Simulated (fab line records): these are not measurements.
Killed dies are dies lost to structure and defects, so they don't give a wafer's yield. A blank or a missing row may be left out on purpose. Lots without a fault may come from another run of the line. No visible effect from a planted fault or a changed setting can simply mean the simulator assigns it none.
Which tool did it? + flow sky130 + 11 lots, 31 wafers sampled, at 2 steps of a route of 708

== WHAT THE GAUGES READ, wafer by wafer ==
SKY_METAL1_OVL_MEAS_16.
| lot  | measured     | on         | METAL1_OVL (nm) |
|------|--------------|------------|-----------------|
| L668 | day 33 06:37 | overlay-02 | 7 2 4           |
| L669 | day 33 09:21 | overlay-02 | -2 -3 -4        |
| L673 | day 34 21:56 | overlay-01 | -12 -1 2        |
| L675 | day 35 19:09 | overlay-01 | -1 7 0          |
| L676 | day 35 20:05 | overlay-01 | -1 -9 -12       |
| L677 | day 36 03:57 | overlay-01 | -5 -4 -8        |
| L678 | day 36 09:26 | overlay-02 | 1 8 -5          |
| L684 | day 38 06:13 | overlay-02 | 0 1             |
| L687 | day 39 01:38 | overlay-02 | 3 10            |
| L688 | day 39 10:21 | overlay-01 | 1 0 4           |
| L689 | day 39 12:05 | overlay-02 | 4 10 9          |

== WHICH TOOL RAN EACH LOT (tool, then ch and the chambers of the sampled wafers, then the start) ==
| lot  | SKY_CONTACT_STRIP_19                 |
|------|--------------------------------------|
| L668 | plasma_asher-03 ch 0,1, day 31 23:14 |
| L669 | plasma_asher-04 ch 0,1, day 32 04:35 |
| L673 | plasma_asher-02 ch 0,1, day 33 18:03 |
| L675 | plasma_asher-03 ch 0,1, day 34 15:16 |
| L676 | plasma_asher-04 ch 0,1, day 34 16:33 |
| L677 | plasma_asher-03 ch 0,1, day 35 00:05 |
| L678 | plasma_asher-03 ch 0,1, day 35 05:55 |
| L684 | plasma_asher-03 ch 0,1, day 37 02:26 |
| L687 | plasma_asher-03 ch 0, day 37 22:22   |
| L688 | plasma_asher-04 ch 0,1, day 38 07:03 |
| L689 | plasma_asher-02 ch 0,1, day 38 09:13 |
- SKY_CONTACT_STRIP_19: strips in O2/N2.

== THE ANSWER, worked out from the rows above alone ==
Rule: what is usual is taken from the lots themselves. Put in order of their means at a reading, lots are off if they are a third of the lots or fewer, leave a main group of 4 or more, and stand apart from it by a gap of 3 or more times the standard deviation of the main group's means; of several such gaps the widest counts. The tables above print the reading to a certain number of digits; a main group whose means all agree to those digits is not used. A lot without any number at a reading at which 4 lots or more have one is off too. The other lots that the step has rows for count as sound.
Nothing can be told from this: no lot is off at any reading shown.

== WHAT THE SIMULATOR HAD INSERTED ==
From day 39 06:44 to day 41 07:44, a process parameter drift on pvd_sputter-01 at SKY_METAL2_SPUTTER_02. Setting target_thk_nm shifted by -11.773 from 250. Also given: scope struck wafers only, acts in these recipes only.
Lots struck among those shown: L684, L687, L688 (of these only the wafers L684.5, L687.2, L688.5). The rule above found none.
